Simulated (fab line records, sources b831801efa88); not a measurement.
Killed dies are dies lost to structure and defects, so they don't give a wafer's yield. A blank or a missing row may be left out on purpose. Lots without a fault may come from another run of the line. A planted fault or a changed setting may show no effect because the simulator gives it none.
Which tool did it? | flow sky130 | 13 lots, 39 wafers sampled, at 4 steps of a route of 708

WHAT THE GAUGES READ, wafer by wafer
SKY_METAL1_THK_MEAS_06: measures by xrf. Usual: METAL1_ALCU_THK 248.1 nm, standard deviation 2.9.
lot  | measured     | on            | METAL1_ALCU_THK (nm) | flag
L635 | day 31 12:05 | film_metro-03 | 245.8 246.4 242.9    |
L636 | day 32 04:40 | film_metro-03 | 252.9 247.9 250.7    |
L637 | day 32 10:58 | film_metro-02 | 250.2 252.5 251.0    |
L640 | day 33 10:19 | film_metro-03 | 244.3 240.9 246.0    |
L641 | day 33 23:11 | film_metro-03 | 244.0 242.0 248.0    |
L643 | day 34 08:49 | film_metro-02 | 249.9 252.1 248.4    |
L645 | day 35 00:46 | film_metro-04 | 249.4 248.0 247.1    |
L650 | day 36 14:13 | film_metro-02 | 246.5 250.0 245.9    |
L653 | day 37 06:14 | film_metro-02 | 249.6 250.9 249.2    |
L652 | day 37 07:17 | film_metro-04 | 252.0 246.6 251.1    |
L655 | day 38 05:26 | film_metro-02 | 244.3 245.7 247.8    |
L656 | day 38 15:38 | film_metro-02 | 250.2 250.4 248.2    |
L657 | day 38 20:20 | film_metro-02 | 245.6 247.4 249.2    |

SKY_VIA2_THK_MEAS_01. Usual: VIA2_HDPCVD_THK 1180 nm, standard deviation 12.
lot  | measured     | on            | VIA2_HDPCVD_THK (nm) | flag
L635 | day 35 01:49 | film_metro-03 | 1183 1161 1191       |
L636 | day 35 16:58 | film_metro-02 | 1196 1185 1165       |
L637 | day 35 23:05 | film_metro-02 | 1176 1186 1180       |
L640 | day 36 22:22 | film_metro-02 | 1164 1171 1187       |
L641 | day 37 10:10 | film_metro-02 | 1186 1175 1188       |
L643 | day 37 18:38 | film_metro-03 | 1165 1184 1165       |
L645 | day 38 12:31 | film_metro-02 | 1170 1176 1177       |
L650 | day 39 23:09 | film_metro-02 | 1163 1179 1176       |
L653 | day 40 15:33 | film_metro-01 | 1167 1186 1166       |
L652 | day 40 16:23 | film_metro-02 | 1176 1142 1157       |
L655 | day 41 12:23 | film_metro-02 | 1186 1168 1181       |
L656 | day 41 20:48 | film_metro-01 | 1181 1189 1205       |
L657 | day 42 01:17 | film_metro-02 | 1189 1173 1191       |

SKY_VIA2_BOW_MEAS_03. Usual: VIA2_BOW 86 um, standard deviation 7.
lot  | measured     | on            | VIA2_BOW (um) | flag
L635 | day 35 02:11 | film_metro-03 | 94 99 79      |
L636 | day 35 17:20 | film_metro-02 | 79 83 80      |
L637 | day 35 23:27 | film_metro-03 | 89 73 92      |
L640 | day 36 22:44 | film_metro-03 | 81 91 92      |
L641 | day 37 10:32 | film_metro-02 | 93 93 84      |
L643 | day 37 19:01 | film_metro-03 | 83 78 90      |
L645 | day 38 12:57 | film_metro-01 | 85 76 89      |
L650 | day 39 23:31 | film_metro-01 | 84 72 83      |
L653 | day 40 15:55 | film_metro-02 | 81 87 90      |
L652 | day 40 16:51 | film_metro-02 | 89 93 92      |
L655 | day 41 12:46 | film_metro-01 | 86 94 83      |
L656 | day 41 21:29 | film_metro-01 | 74 77 79      |
L657 | day 42 01:39 | film_metro-02 | 87 77 89      |

WHICH TOOL RAN EACH LOT (tool, then ch and the chambers of the sampled wafers, then the start)
lot  | SKY_VIA1_SPUTTER_20
L635 | pvd_sputter-02, day 33 20:28
L636 | pvd_sputter-03, day 34 12:29
L637 | pvd_sputter-04, day 34 19:07
L640 | pvd_sputter-04, day 35 18:17
L641 | pvd_sputter-03, day 36 05:36
L643 | pvd_sputter-03, day 36 15:22
L645 | pvd_sputter-04, day 37 07:43
L650 | pvd_sputter-04, day 38 20:48
L653 | pvd_sputter-02, day 39 12:20
L652 | pvd_sputter-04, day 39 13:14
L655 | pvd_sputter-02, day 40 10:06
L656 | pvd_sputter-04, day 40 19:10
L657 | pvd_sputter-04, day 40 23:32
- SKY_VIA1_SPUTTER_20: material TiN, target thk 20 nm, time 80 s.

WHAT THE TOOLS THEMSELVES READ (means of the sampled wafers that have a number; where no wafer has one, the mark that the record gives instead)
SKY_VIA1_SPUTTER_20. Usual: cathode_dc_power_W 4000.1 W, standard deviation 0.7; throttle_valve_pct 29.9 %, standard deviation 0.96.
lot  | tool           | cathode_dc_power_W (W) | throttle_valve_pct (%) | flag
L635 | pvd_sputter-02 | 4000.4                 | 30.9                   |
L636 | pvd_sputter-03 | 4000.3                 | 30.3                   |
L637 | pvd_sputter-04 | 4000.6                 | 29.6                   |
L640 | pvd_sputter-04 | 3999.9                 | 29.7                   |
L641 | pvd_sputter-03 | 4085.8                 | 30.0                   | OFF
L643 | pvd_sputter-03 | 4169.9                 | 30.1                   | OFF
L645 | pvd_sputter-04 | 3999.6                 | 28.9                   |
L650 | pvd_sputter-04 | 4000.3                 | 29.2                   |
L653 | pvd_sputter-02 | 4000.0                 | 30.9                   |
L652 | pvd_sputter-04 | 4000.0                 | 29.1                   |
L655 | pvd_sputter-02 | 3999.7                 | 31.6                   |
L656 | pvd_sputter-04 | 3999.6                 | 29.7                   |
L657 | pvd_sputter-04 | 4000.2                 | 29.3                   |

THE ANSWER, worked out from the rows above alone
Rule: a lot is off if the mean of its wafers that have a number lies more than 3 standard deviations from the usual mean. A lot without any number at a reading at which 4 lots or more have one is off too. The other lots that the step has rows for count as sound. The gauges are gone through in route order, then the tools' own readings, and for those a lot's mean is taken as printed above. The first step at which some lot is off is used, and at that step the reading that is off furthest; a lot without a number counts as furthest.
Off: L641, L643, at SKY_VIA1_SPUTTER_20 (cathode_dc_power_W).
A tool fits if, at that step or a process step before it, it ran every lot that is off, and no sound lot after the first of them. One fits: pvd_sputter-03 at SKY_VIA1_SPUTTER_20. Its last sound lot is L636 (day 34 12:29), its first lot that is off L641 (day 36 05:36): a fault that began between those two fits.
The tool's own readings at SKY_VIA1_SPUTTER_20 bear it out: on the lots that are off they differ by more than 5 times the standard deviation of the sound lots' means. cathode_dc_power_W reads 4127.9 W there against 4000.1 W on the sound lots.

WHAT THE SIMULATOR HAD PUT IN
Process parameter drift: pvd_sputter-03, from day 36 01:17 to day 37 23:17, at SKY_VIA1_SPUTTER_20. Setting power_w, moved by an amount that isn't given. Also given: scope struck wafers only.
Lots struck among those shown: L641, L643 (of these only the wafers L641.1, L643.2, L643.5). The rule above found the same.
